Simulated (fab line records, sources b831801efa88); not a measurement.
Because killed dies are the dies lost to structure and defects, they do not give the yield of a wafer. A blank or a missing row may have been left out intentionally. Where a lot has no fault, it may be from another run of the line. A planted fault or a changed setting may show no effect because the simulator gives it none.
8D (eight disciplines) problem report, filled in by code    flow sky130    the parts of the form that need people (team, actions taken, sign-off) are left out

1. THE PROBLEM
At SKY_PAD_OPEN_PROBE_99, killedAtFrontEnd averages 88 over 5 wafers from 2 lots, while fault-free wafers read 16, standard deviation 4.4. Measured from the usual mean, that is +16 standard deviations.
First seen on wafer L800.2, day 49 20:22, on prober-01. The record has a number at this step for 6 wafers belonging to 2 lots. By rule, "out" or "out of limits" means more than 4 standard deviations away from the usual mean. Any other wafer with a number is counted as sound.

2. WHAT THIS IS AND IS NOT
question                     is                                      is not
which readings at this step  killedAtFrontEnd, killedDies            killed_at_M0_to_M3, killed_at_M4_up, killedAtContacts, killedAtOther, killedOpen, killedShort
which lots                   L800, L802                              -
which wafers of those lots   L800.2, L800.4, L800.5, L802.2, L802.3  L802.1
read on which tools          prober-01                               -
when                         from day 49 20:22                       up to then (0 sound wafers); but 1 sound wafer of L802 came after

3. SUSPECTS, AND WHAT RULES EACH OUT
Counting: any tool at a process step up to the reading remains a suspect provided it ran every lot that is out. Sound lots after the first of them don't rule it out here, since some wafers of a struck lot are sound.
- plasmaAsher-02 at SKY_LDD_HVN_STRIP_09 (strips in O2/N2): kept. It ran every lot that is out, first L800 (day 27 02:56).
- prober-01 at SKY_PAD_OPEN_PROBE_99: kept. It ran every lot that is out, first L800 (day 49 20:22). Its own readings are out on those wafers: killedAtFrontEnd, killedDies.
- Within plasmaAsher-02 at SKY_LDD_HVN_STRIP_09, the wafers that are out were processed in chamber 0 and their sound lot-mates in chamber 1.
Left after counting: plasmaAsher-02 at SKY_LDD_HVN_STRIP_09, prober-01 at SKY_PAD_OPEN_PROBE_99.

4. THE CAUSE (what the simulator had put in)
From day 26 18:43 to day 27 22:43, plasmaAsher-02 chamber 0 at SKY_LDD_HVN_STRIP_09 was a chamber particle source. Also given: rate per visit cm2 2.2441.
Counting left 2 suspects, and this tool is among them.

5. THE CHAIN OF EFFECTS, in route order
Rows list readings where the struck wafers' mean (over those with a number) sits beyond 3 standard deviations from the usual. Only readings whose record carries a usual standard deviation are examined. hours: median over the lots of the time between each lot's start at the first step of this table that gives one and its start at this step. sigmas: the change, counted in usual standard deviations.
hours  step                   reading           usual  on struck wafers  change  sigmas
0      SKY_PAD_OPEN_PROBE_99  killedAtFrontEnd  16     88                +72     +16
0      SKY_PAD_OPEN_PROBE_99  killedDies        87     153               +66     +7.4
It contains these process steps:
- SKY_PAD_OPEN_PROBE_99

6. WHAT WOULD HAVE CAUGHT IT SOONER
554 hours passed between the start of the fault at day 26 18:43 and the first reading out of limits in this record, taken at day 49 20:22.
Tool readings at SKY_LDD_HVN_STRIP_09 with a usual standard deviation given in the record: none out on any struck wafer, hence no alarm at a limit of 4 standard deviations on them.
By day 49 20:22 the whole set of lots that are out, 2 in number, had already begun SKY_LDD_HVN_STRIP_09 on plasmaAsher-02. Holding the tool at that point would not have protected any of them.
